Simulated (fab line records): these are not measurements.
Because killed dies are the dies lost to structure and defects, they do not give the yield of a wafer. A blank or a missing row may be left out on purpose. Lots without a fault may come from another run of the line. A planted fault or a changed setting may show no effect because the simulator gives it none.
Struck lot and sound lot, side by side ; flow sky130 ; 17 out of 708 route steps
Sound: the wafers L618.2, L618.3, L618.4. Wafers struck: L630.4, L630.5, L630.6. The cause comes at the end.
Per side, at each step with rows, come the tool, then ch with its chambers, and then its first start. Under that, the readings that differ: sound wafers ; struck wafers ; difference of the means ; sigmas: that difference in standard deviations of wafers without a fault.
alike: readings whose means differ by less than 2 such deviations, and words and numbers that are the same on both sides. not compared: withheld readings, readings that some wafer has no value for, bounds like >300 that may hide the same value, and numbers for which the record gives no deviation and whose values overlap.
Wherever a step has rows on one side only, a row that says differs or no value, or a row with sigmas, the two part there. When numbers do not overlap yet have no deviation, they are printed without sigmas and do not part them. A reading that every wafer of one side lacks parts them only if that side has two wafers or more.

first, 1 step without rows for these wafers: SKY_VIA1_ETCH_15 (etches SiO2 in C4F8/O2/Ar, stops on TiN, target depth 351 nm, time 54 s).
SKY_VIA1_STRIP_16: strips in O2/N2.
  sound on plasma-asher-01 ch 0,1, day 35 13:26; struck on plasma-asher-01 ch 0,1, day 38 14:25
reading;sound;struck;difference;sigmas
strip-time-to-endpoint-s (s);4.41 4.43 4.42;4.53 4.50 4.43;+0.07;+2
  alike: drypump-motor-current-A, oes-product-au
  not compared: rf-hours-counter-h
then, 3 steps without rows for these wafers: SKY_VIA1_STRIP_17 (strips in post etch residue remover, time 1200 s); SKY_VIA1_CLEAN_18 (cleans in IPA, time 180 s); SKY_VIA1_CLEAN_19 (cleans in O3/DIW).
SKY_VIA1_SPUTTER_20: material TiN, target thk 20 nm, time 80 s.
  sound on pvd-sputter-01 at day 35 14:02; struck on pvd-sputter-03 at day 38 14:59
  alike: cathode-dc-power-W, chamber-pressure-pa, throttle-valve-pct
SKY_VIA1_CVD_21: deposits W, target thk 270 nm, time 80.902 s.
  sound on cvd-w-01 ch 0,1, day 35 14:05; struck on cvd-w-02 ch 0,1, day 38 15:04
  alike: heater-power-outer-w, heater-power-w
SKY_VIA1_RS_MEAS_22: uses a four-point probe to measure.
  sound on film-metro-02 at day 35 14:12; struck on film-metro-02 at day 38 15:11
  alike: VIA1_W_RS
SKY_VIA1_THK_MEAS_23: measures by xrf.
  sound on film-metro-02 at day 35 14:19; struck on film-metro-02 at day 38 15:17
  alike: VIA1_W_THK
then, 2 steps without rows for these wafers: SKY_VIA1_CMP_24 (polishes, stops on SiO2, t overpolish 15 s, target thk 0 nm); SKY_METAL2_SPUTTER_00 (material Ti, target thk 15 nm, time 10 s).
SKY_METAL2_SPUTTER_01: material TiN, target thk 20 nm, time 16.7 s.
  sound on pvd-sputter-04 at day 35 14:41; struck on pvd-sputter-04 at day 38 15:39
  alike: cathode-dc-power-W, chamber-pressure-pa, throttle-valve-pct
SKY_METAL2_SPUTTER_02: material AlCu, target thk 250 nm, time 13.3 s.
  sound on pvd-sputter-04 at day 35 14:43; struck on pvd-sputter-04 at day 38 15:41
  no value came back on the struck wafers for cathode-dc-power-W (W), chamber-pressure-pa (Pa), throttle-valve-pct (%), time-s (s); on the sound wafers cathode-dc-power-W (W) reads 10601 10596 10597
then, 1 step without rows for these wafers: SKY_METAL2_SPUTTER_03 (material Ti, target thk 5 nm, time 3.3 s).
SKY_METAL2_SPUTTER_04: material TiN, target thk 70 nm, time 58.3 s.
  sound on pvd-sputter-04 at day 35 14:45; struck on pvd-sputter-04 at day 38 15:44
  alike: cathode-dc-power-W, chamber-pressure-pa, throttle-valve-pct
SKY_METAL2_RS_MEAS_05: uses a four-point probe to measure.
  sound on film-metro-04 at day 35 14:49; struck on film-metro-01 at day 38 16:06
reading;sound;struck;difference;sigmas
METAL2_ALCU_RS (ohm/sq);0.1258 0.1261 0.1268;8.6489 8.6723 8.6422;+8.5282;+99 or more
  not compared: hold
SKY_PAD_OPEN_PROBE_99:
  rows exist in the record for the sound wafers here (prober-01, day 47 02:46), none for the struck ones

== WHERE THEY PART ==
Earliest at SKY_VIA1_STRIP_16; latest, in this record, at SKY_PAD_OPEN_PROBE_99.

WHY: whatever the simulator had introduced
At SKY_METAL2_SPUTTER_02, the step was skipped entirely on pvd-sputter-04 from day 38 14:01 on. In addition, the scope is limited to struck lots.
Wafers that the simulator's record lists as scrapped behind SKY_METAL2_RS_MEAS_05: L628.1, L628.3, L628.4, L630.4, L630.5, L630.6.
